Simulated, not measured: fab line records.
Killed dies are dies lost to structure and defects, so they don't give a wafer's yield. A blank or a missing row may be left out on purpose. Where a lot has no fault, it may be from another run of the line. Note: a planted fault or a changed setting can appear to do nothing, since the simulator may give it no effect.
Code-filled problem report in 8D (eight disciplines) form	flow gf180mcu	the parts of the form that need people (team, actions taken, sign-off) are left out

1. WHAT WENT WRONG
rf fwd power W at GF_V2_CVD_02 reads a mean of 693.6 W on 2 wafers of 2 lots; wafers without a fault read 596.0 W with a standard deviation of 2. Measured from the usual mean, that is +49 standard deviations.
The step: deposits SiO2 from TEOS, target thk 850 nm, time 94.851 s.
Earliest sighting: wafer L618.4 on pecvd-01 at day 23 05:55. At this step, 36 wafers from 12 lots have a number in the record. Rule for "out" (also "out of limits"): further than 4 standard deviations from the usual mean. All remaining wafers that have a number are taken as sound.

2. WHAT IT IS, AND WHAT IT ISN'T
question	is	is not
which readings at this step	rf fwd power W	-
which lots	L618, L620	L608, L609, L613, L614, L615, L617, L627, L628, L629, L631
which wafers of those lots	L618.4, L620.3	L618.1, L618.5, L620.1, L620.2
read on which tools	pecvd-01	pecvd-02, pecvd-04
when	from day 23 05:55	up to then (20 sound wafers); but 14 sound wafers of L620, L627, L628, L629, L631 came after

3. THE SUSPECTS, EACH WITH WHAT RULES IT OUT
Counting: if a tool at a process step up to the reading ran every lot that is out, it stays a suspect. Sound lots after the first of them don't rule it out here, since some wafers of a struck lot are sound.
- rie metal-01 at GF_M2_METAL_ETCH_16 (etches the open film in Cl2/BCl3, stops on SiO2, target depth 750.8 nm, time 125.1 s): kept. Every lot that is out went through it, the first being L618 (day 23 05:06); the last sound lot it ran before that was L617 (day 22 14:30).
- pecvd-01 at GF_V2_CVD_02 (deposits SiO2 from TEOS, target thk 850 nm, time 94.851 s): kept. Every lot that is out went through it, the first being L618 (day 23 05:55); the last sound lot it ran before that was L617 (day 22 15:17). Its own readings are out on those wafers: rf fwd power W.
- In pecvd-01 at GF_V2_CVD_02, the wafers that are out were processed in chamber 0 and their sound lot-mates in chambers 1, 2.
What counting leaves: rie metal-01 at GF_M2_METAL_ETCH_16 and pecvd-01 at GF_V2_CVD_02.

4. THE CAUSE (what the simulator had put in)
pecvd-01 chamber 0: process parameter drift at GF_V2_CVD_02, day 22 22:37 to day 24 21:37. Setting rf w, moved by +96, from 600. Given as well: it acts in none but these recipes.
After counting, 2 suspects remain, this tool included.

5. THE EFFECT CHAIN, in route order
Each row: a reading whose mean over the struck wafers that have a number lies more than 3 standard deviations from the usual. Only readings whose record carries a usual standard deviation are examined. hours: median over the lots of the time between each lot's start at the first step of this table that gives one and its start at this step. sigmas: the change, counted in usual standard deviations.
hours	step	reading	usual	on struck wafers	change	sigmas
0	GF_V2_CVD_02	rf fwd power W	596.0 W	693.6	+97.6	+49
0	GF_V2_THK_MEAS_03	V2_CVD_02_THK	849 nm	886	+36	+3.0
212	GF_PASSIVATION_PROBE_99	killed at other	0.1	1.0	+0.9	+3.9
It contains these process steps:
- GF_V2_CVD_02: deposits SiO2 from TEOS, target thk 850 nm, time 94.851 s.
- GF_PASSIVATION_PROBE_99
Later steps that measure or inspect, where all struck wafers having a row at the step show a number for every such reading and not one has moved that far: GF_V2_BOW_MEAS_05.

6. WHAT WOULD HAVE CAUGHT IT SOONER
In this record the first reading out of limits was taken at day 23 05:55, 7 hours after the fault began at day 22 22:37.
